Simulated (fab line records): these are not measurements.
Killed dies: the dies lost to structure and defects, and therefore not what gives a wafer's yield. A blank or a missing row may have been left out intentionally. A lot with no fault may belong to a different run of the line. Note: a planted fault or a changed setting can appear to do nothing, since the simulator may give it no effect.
A lot that was struck, set against a sound lot ; flow sky130 ; 31 out of 708 route steps
Sound: the wafers L410.2, L410.3, L410.4. Wafers L414.1, L414.3, L414.6 were the ones struck. The cause is named last.
At each step with rows: each side's tool, then ch and its chambers, then its first start. Under that, the readings that differ: sound wafers ; struck wafers ; difference of the means ; sigmas: that difference in standard deviations of wafers without a fault.
alike: same words and numbers on both sides, and readings whose means sit less than 2 such deviations apart. not compared: any withheld reading, any reading some wafer has no value for, any bound like >300 that may hide the same value, and any number with overlapping values for which the record gives no deviation.
The two part at a step that has a row with sigmas, a row that says differs or no value, or rows on one side only. Non-overlapping numbers with no deviation appear without sigmas and do not part them. A reading missing from all wafers of one side parts the sides only when that side holds two or more wafers.

first, 3 steps without rows for these wafers: SKY_POLY_CUT_EXPOSE_05 (exposes mask NPCM, target cd 270 nm); SKY_POLY_CUT_PEB_06; SKY_POLY_CUT_DEVELOP_07 (develop time 60 s).
SKY_POLY_CUT_CD_MEAS_08 targets a cd of 270 nm.
  sound: cd sem-02 at day 27 20:04; struck: cd sem-02 at day 29 02:27
  alike: cd nm
SKY_POLY_CUT_OVL_MEAS_09:
  sound: overlay-02 at day 27 20:11; struck: overlay-02 at day 29 02:34
  alike: POLY_CUT_OVL
SKY_POLY_CUT_ETCH_10: etches BARC in N2/H2, stops on SiO2, time 45.9 s, target depth 60 nm.
  sound on rie diel-02 ch 0,1,2, day 27 20:13; struck on rie diel-02 ch 0,2, day 29 02:37
  alike: drypump motor current A, oes product au, throttle valve pct
  not compared: rf hours counter h
SKY_POLY_CUT_ETCH_11: etches Si3N4 in CF4/CH2F2/Ar, stops on poly-Si, time 42.5 s, target depth 60 nm.
  sound on rie diel-02 ch 0,1,2, day 27 20:15; struck on rie diel-02 ch 0,2, day 29 02:39
  alike: drypump motor current A, oes product au, throttle valve pct
  not compared: rf hours counter h
SKY_POLY_CUT_STRIP_12: strips in O2/N2.
  sound on plasma asher-01 ch 0,1, day 27 20:17; struck on plasma asher-01 ch 0,1, day 29 02:41
  alike: drypump motor current A, oes product au, strip time to endpoint s
  not compared: rf hours counter h
then, 4 steps without rows for these wafers: SKY_SD_P_DEHYDRATE_00 (time 60 s); SKY_SD_P_HMDS_01 (prime time 60 s); SKY_SD_P_COAT_02 (resist thk 1140 nm); SKY_SD_P_SOFTBAKE_03 (time 60 s).
SKY_SD_P_EXPOSE_04: exposes mask PSDM, target cd 380 nm.
  sound on iline stepper-02 ch 0, day 28 11:09; struck on iline stepper-02 ch 0, day 29 17:22
reading;sound;struck;difference;sigmas
mask;PSDM#0 PSDM#0 PSDM#0;URPM#0 URPM#0 URPM#0;differs;
then, 2 steps without rows for these wafers: SKY_SD_P_PEB_05; SKY_SD_P_DEVELOP_06 (develop time 60 s).
SKY_SD_P_CD_MEAS_07 targets a cd of 380 nm.
  sound: cd sem-01 at day 29 01:31; struck: cd sem-01 at day 30 06:48
reading;sound;struck;difference;sigmas
cd nm (nm);376.8 374.9 375.2;- - -;no value on the struck wafers;
SKY_SD_P_OVL_MEAS_08:
  sound: overlay-02 at day 29 01:38; struck: overlay-01 at day 30 06:55
reading;sound;struck;difference;sigmas
SD_P_OVL (nm);-1.0 -0.9 0.1;- - -;no value on the struck wafers;
following that, these wafers have no rows for 1 step: SKY_SD_P_IMPLANT_09.
SKY_SD_P_STRIP_10: strips in O2/N2.
  sound on plasma asher-02 ch 0,1, day 29 01:49; struck on plasma asher-02 ch 0, day 30 07:07
  alike: drypump motor current A, oes product au, strip time to endpoint s
  not compared: rf hours counter h
SKY_SD_P_TW_MEAS_11:
  sound: film metro-02 at day 29 01:55; struck: film metro-02 at day 30 07:13
reading;sound;struck;difference;sigmas
SD_P_TW;2871 2862 2857;30 30 30;-2833;-99 or more
then, 8 steps without rows for these wafers: SKY_RES_XHIGH_DEHYDRATE_00 (time 60 s); SKY_RES_XHIGH_HMDS_01 (prime time 60 s); SKY_RES_XHIGH_COAT_02 (resist thk 1140 nm); SKY_RES_XHIGH_SOFTBAKE_03 (time 60 s); SKY_RES_XHIGH_EXPOSE_04 (exposes mask URPM, target cd 1270 nm); SKY_RES_XHIGH_PEB_05; SKY_RES_XHIGH_DEVELOP_06 (develop time 60 s); SKY_RES_XHIGH_IMPLANT_07.
SKY_RES_XHIGH_STRIP_08: strips in O2/N2.
  sound on plasma asher-03 ch 0,1, day 30 06:01; struck on plasma asher-01 ch 0,1, day 31 11:01
  alike: drypump motor current A, oes product au, strip time to endpoint s
  not compared: rf hours counter h
SKY_RES_XHIGH_TW_MEAS_09:
  sound: film metro-03 at day 30 06:07; struck: film metro-03 at day 31 11:07
reading;sound;struck;difference;sigmas
RES_XHIGH_TW;1613 1617 1616;2843 2852 2831;+1227;+82
then, 1 step without rows for these wafers: SKY_SD_N_DEHYDRATE_00 (time 60 s).

## WHERE THEY PART
Last at SKY_RES_XHIGH_TW_MEAS_09 as far as this record goes, first at SKY_SD_P_EXPOSE_04.

WHY: the cause the simulator had injected
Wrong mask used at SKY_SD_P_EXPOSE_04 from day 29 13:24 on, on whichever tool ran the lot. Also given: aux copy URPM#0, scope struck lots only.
